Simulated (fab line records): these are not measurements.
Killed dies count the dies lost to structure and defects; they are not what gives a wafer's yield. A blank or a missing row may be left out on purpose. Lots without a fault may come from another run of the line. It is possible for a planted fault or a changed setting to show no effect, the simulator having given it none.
Matching of chambers + flow gf180mcu + 3 sister chambers for GF_V2_CVD_02 on pecvd-02
The step deposits SiO2 from TEOS, target thk 850 nm, time 94.851 s. 22 wafers are shown with their chamber, then 11 later ones without.

== WAFERS, EACH WITH ITS CHAMBER ==
| wafer  | chamber | heater_power_w (W) |
|--------|---------|--------------------|
| L074.4 | 2       | 556                |
| L074.5 | 2       | 610                |
| L074.6 | 1       | 699                |
| L075.1 | 2       | 627                |
| L075.2 | 1       | 734                |
| L075.4 | 2       | 658                |
| L077.1 | 0       | 645                |
| L077.3 | 1       | 688                |
| L077.5 | 0       | 525                |
| L080.1 | 2       | 635                |
| L080.3 | 1       | 753                |
| L080.6 | 2       | 673                |
| L081.1 | 0       | 562                |
| L081.2 | 2       | 635                |
| L081.5 | 0       | 608                |
| L083.1 | 2       | 595                |
| L083.3 | 0       | 661                |
| L083.6 | 0       | 512                |
| L087.1 | 2       | 702                |
| L087.3 | 1       | 766                |
| L087.5 | 0       | 633                |
| L090.1 | 0       | 646                |

SIGNATURES (averages over the wafers above)
| reading        | chamber 0 | chamber 1 | chamber 2 | scatter within a chamber |
|----------------|-----------|-----------|-----------|--------------------------|
| heater_power_w | 599.00    | 728.00    | 632.33    | 47.7                     |
Rule: a wafer lies at a distance from a chamber equal to the root of the sum of squares, over the readings, of (its reading less the chamber's mean, divided by the reading's scatter). If the next closest chamber is less than 2 further off than the closest, the wafer can't be placed; otherwise it belongs to the closest. The scatter is the square root of a quotient: the sum, over the shown wafers, of each reading's squared deviation from its chamber's mean, divided by wafers minus chambers.

== WAFERS MISSING THEIR CHAMBER ==
| wafer  | heater_power_w (W) |
|--------|--------------------|
| L090.2 | 777                |
| L090.3 | 547                |
| L090.4 | 619                |
| L090.5 | 762                |
| L090.6 | 519                |
| L092.1 | 618                |
| L092.2 | 618                |
| L092.5 | 705                |
| L095.1 | 711                |
| L095.3 | 566                |
| L095.5 | 624                |

== WHICH CHAMBER EACH ONE RAN IN ==
| wafer  | from the rows above          | in truth |
|--------|------------------------------|----------|
| L090.2 | 1                            | 1        |
| L090.3 | can't be placed: 0 or 2      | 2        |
| L090.4 | can't be placed: 2 or 0      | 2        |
| L090.5 | 1                            | 1        |
| L090.6 | can't be placed: 0 or 2      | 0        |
| L092.1 | can't be placed: 2 or 0      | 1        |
| L092.2 | can't be placed: 2 or 0      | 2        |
| L092.5 | can't be placed: 1 or 2 or 0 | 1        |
| L095.1 | can't be placed: 1 or 2 or 0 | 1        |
| L095.3 | can't be placed: 0 or 2      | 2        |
| L095.5 | can't be placed: 2 or 0      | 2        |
2 of 11 placed correctly. These rows do not allow placing 9 (true chamber among the candidates in 8). Placed wrongly: 0.
